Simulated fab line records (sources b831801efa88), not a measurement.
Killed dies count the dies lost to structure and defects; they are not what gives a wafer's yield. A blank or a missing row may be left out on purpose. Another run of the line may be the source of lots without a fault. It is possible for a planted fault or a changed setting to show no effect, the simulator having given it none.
What tool caused it?	flow sky130	42 wafers from 14 lots sampled at 2 of the route's 708 steps

WHAT THE GAUGES READ, wafer by wafer
SKY_SONOS_ONO_THK_MEAS_03. Usual: for SONOS_ONO_CVD_02_THK the level is 10.53 nm and the standard deviation is 0.1.
lot	measured	on	SONOS_ONO_CVD_02_THK (nm)	flag
L698	day 11 17:08	film-metro-04	10.58 10.34 10.48	
L699	day 12 07:34	film-metro-01	10.70 10.59 10.61	
L700	day 12 07:33	film-metro-02	10.40 10.35 10.35	
L701	day 12 15:31	film-metro-02	10.45 10.60 10.44	
L702	day 12 21:49	film-metro-04	11.19 11.15 11.20	OFF
L703	day 13 04:17	film-metro-01	11.23 11.02 11.09	OFF
L712	day 16 02:07	film-metro-04	10.71 10.58 10.61	
L713	day 16 11:56	film-metro-04	10.44 10.54 10.49	
L714	day 16 19:32	film-metro-04	10.57 10.50 10.74	
L715	day 17 03:25	film-metro-02	10.73 10.60 10.54	
L718	day 18 02:05	film-metro-04	10.53 10.50 10.68	
L719	day 18 10:32	film-metro-02	10.59 10.50 10.52	
L720	day 19 00:01	film-metro-01	10.28 10.50 10.28	
L721	day 19 07:29	film-metro-01	10.52 10.51 10.53	

TOOL THAT RAN EACH LOT (tool first, then ch and the chambers of the sampled wafers, then the start)
lot	SKY_SONOS_ONO_CVD_02
L698	lpcvd-02 ch 1, day 11 16:05
L699	lpcvd-02 ch 0, day 12 06:30
L700	lpcvd-02 ch 0, day 12 06:30
L701	lpcvd-02 ch 0, day 12 14:28
L702	lpcvd-02 ch 1, day 12 20:46
L703	lpcvd-02 ch 1, day 13 03:13
L712	lpcvd-02 ch 1, day 16 01:04
L713	lpcvd-02 ch 0, day 16 10:52
L714	lpcvd-02 ch 0, day 16 18:29
L715	lpcvd-02 ch 0, day 17 01:50
L718	lpcvd-02 ch 1, day 18 01:02
L719	lpcvd-02 ch 0, day 18 09:29
L720	lpcvd-02 ch 1, day 18 22:24
L721	lpcvd-02 ch 1, day 19 05:55
- SKY_SONOS_ONO_CVD_02: deposits Si3N4 from DCS/NH3, target thk 10.5 nm, time 180 s.

AS READ BY THE TOOLS THEMSELVES (means over the sampled wafers that have a number; for cases with no such wafer, the mark the record gives instead)
SKY_SONOS_ONO_CVD_02. Usual: pressure-mtorr 250.1 mTorr, standard deviation 0.45; spike-tc-upper-C 770.8 C, standard deviation 1.
lot	tool	pressure-mtorr (mTorr)	spike-tc-upper-C (C)	flag
L698	lpcvd-02	249.8	770.7	
L699	lpcvd-02	249.8	769.3	
L700	lpcvd-02	250.0	770.3	
L701	lpcvd-02	249.5	770.3	
L702	lpcvd-02	300.3	771.7	OFF
L703	lpcvd-02	300.6	771.7	OFF
L712	lpcvd-02	249.7	770.2	
L713	lpcvd-02	250.0	770.8	
L714	lpcvd-02	250.1	771.1	
L715	lpcvd-02	249.9	770.8	
L718	lpcvd-02	250.2	770.6	
L719	lpcvd-02	249.7	770.3	
L720	lpcvd-02	250.2	770.3	
L721	lpcvd-02	249.7	770.9	

THE ANSWER, worked out from the rows above alone
Rule: take the mean of a lot's wafers that have a number; if it is more than 3 standard deviations from the usual mean, the lot is off. Also off: a lot with no number at a reading for which 4 or more lots have one. All remaining lots with rows at the step are treated as sound. The gauges are gone through in route order, then the tools' own readings, and for those a lot's mean is taken as printed above. At the first step where some lot is off, the reading lying furthest off is the one used; lots without a number count as furthest.
Off: L702, L703, seen at SKY_SONOS_ONO_THK_MEAS_03 (SONOS_ONO_CVD_02_THK).
If a tool, at a process step before that reading, ran all the lots that are off and no sound lot after the first of them, it fits. Not tried: the gauges at SKY_SONOS_ONO_THK_MEAS_03; whatever is off there is also off at SKY_SONOS_ONO_CVD_02, on other tools, and gauge error can't account for it. No candidate that was tried fits.

WHAT THE SIMULATOR HAD INSERTED
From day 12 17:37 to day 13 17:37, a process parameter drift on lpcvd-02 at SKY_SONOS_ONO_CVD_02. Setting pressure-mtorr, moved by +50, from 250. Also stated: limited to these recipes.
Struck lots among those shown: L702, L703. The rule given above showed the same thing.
